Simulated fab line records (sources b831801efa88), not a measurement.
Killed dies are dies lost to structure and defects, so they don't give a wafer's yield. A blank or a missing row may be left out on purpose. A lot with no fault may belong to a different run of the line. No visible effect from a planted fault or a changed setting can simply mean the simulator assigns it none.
Matching of chambers ; flow sky130 ; SKY_VIA1_ETCH_15 on rie-diel-04 has 4 sister chambers
The step etches SiO2 in C4F8/O2/Ar, stops on TiN, target depth 351 nm, time 54 s. 4 wafers are shown with their chamber, then 8 later ones without.

== WAFERS PAIRED WITH THEIR CHAMBERS ==
wafer;chamber;oes-product-au (a.u.)
L712.5;1;0.978
L714.2;0;0.984
L714.5;2;0.983
L719.1;3;0.969

== WAFERS WHOSE CHAMBER IS MISSING ==
wafer;oes-product-au (a.u.)
L719.4;0.989
L719.5;0.991
L720.3;0.985
L720.4;0.990
L720.6;0.976
L723.2;0.992
L723.5;0.981
L723.6;0.984

== THE CHAMBER EACH PASSED THROUGH ==
wafer;from the rows above;in truth
L719.4;can't be placed: 0 or 2 or 1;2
L719.5;can't be placed: 0 or 2 or 1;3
L720.3;can't be placed: 0 or 2 or 1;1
L720.4;can't be placed: 0 or 2 or 1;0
L720.6;can't be placed: 1 or 2 or 3 or 0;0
L723.2;can't be placed: 0 or 2 or 1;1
L723.5;can't be placed: 2 or 0 or 1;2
L723.6;can't be placed: 0 or 2 or 1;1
Correct placement for 0 of the 8. Can't be placed from these rows: 8 (the true chamber is among the candidates in 7). 0 placed wrongly.
How it was worked out, from the rows above alone: a wafer's distance from a chamber is the root of the sum, over the readings, of the square of ((its reading less the chamber's mean) divided by the reading's scatter). The wafer belongs to the nearest chamber; if the next one is less than 2 further off, it can't be placed. A chamber's mean is the mean of its shown wafers. The scatter: root of mean squared gap, hidden wafer to nearest shown wafer, with one shown wafer a chamber.
